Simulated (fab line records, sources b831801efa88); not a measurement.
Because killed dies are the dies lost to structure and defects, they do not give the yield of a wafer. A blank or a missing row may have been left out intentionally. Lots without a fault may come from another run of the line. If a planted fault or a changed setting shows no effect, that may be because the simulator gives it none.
2 desks looking at one fault | flow sky130 | numbers are kept per desk, each desk with only its own; the story behind them comes last

## DESK OF THE TOOL OWNER: implanter-01
The tool's own readings at SKY_LDD_HVN_IMPLANT_08, given as means over the sampled wafers that have a number, one for each lot that went through this tool. Marked OUT: a lot whose mean sits more than 4 standard deviations from the usual mean, which makes it out of limits; the brackets give that distance.
Columns: A = beamEnergyKeV at SKY_LDD_HVN_IMPLANT_08, usual 60.002
lot  | first seen here | A
L390 | day 22 09:32    | 59.998
L389 | day 22 11:13    | 59.998
L392 | day 23 03:16    | 59.987
L395 | day 24 09:13    | 60.003
L398 | day 25 14:32    | 44.519 (-99 or more) OUT
L401 | day 26 05:17    | 44.519 (-99 or more) OUT
This desk's verdict: out of limits on L398, L401, starting with L398 at day 25 14:32 (beamEnergyKeV at SKY_LDD_HVN_IMPLANT_08). In limits: L390, L389, L392, L395.

## METROLOGY DESK
What the gauges read, lot by lot, whatever tool the lot ran on: means of the sampled wafers that have a number. Marked OUT: a lot whose mean sits more than 4 standard deviations from the usual mean, which makes it out of limits; the brackets give that distance.
Columns: A = LDD_HVN_TW at SKY_LDD_HVN_TW_MEAS_10, usual 1448
lot  | first seen here | A
L386 | day 20 22:52    | 1446
L387 | day 21 06:53    | 1457
L390 | day 22 09:45    | 1448
L389 | day 22 11:27    | 1443
L391 | day 22 19:28    | 1464
L392 | day 23 03:31    | 1465
L395 | day 24 09:27    | 1456
L397 | day 24 19:47    | 1460
L398 | day 25 14:47    | 1331 (-13) OUT
L401 | day 26 05:31    | 1344 (-12) OUT
L403 | day 26 13:22    | 1449
L407 | day 28 05:43    | 1433
L408 | day 28 13:16    | 1449
L409 | day 29 00:21    | 1438
This desk finds L398, L401 out of limits, with the earliest case on L398 at day 25 14:47 (LDD_HVN_TW at SKY_LDD_HVN_TW_MEAS_10). In limits: L386, L387, L390, L389, L391, L392, L395, L397, L403, L407, L408, L409.

## BROUGHT TOGETHER
An alarm could have come from the tool owner's desk at day 25 14:32, on L398, L401.
An alarm was possible from the metrology desk at day 25 14:47, on L398, L401.
On implanter-01, each named lot ran SKY_LDD_HVN_IMPLANT_08.

## WHAT THE SIMULATOR HAD INSERTED
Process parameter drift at SKY_LDD_HVN_IMPLANT_08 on implanter-01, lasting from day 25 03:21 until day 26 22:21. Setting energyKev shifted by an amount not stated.
Shown lots that were struck: L398, L401.
Delay (hours) between the fault's onset and each desk's first out-of-limits reading: 11 at the tool owner's desk, 11 at the metrology desk.
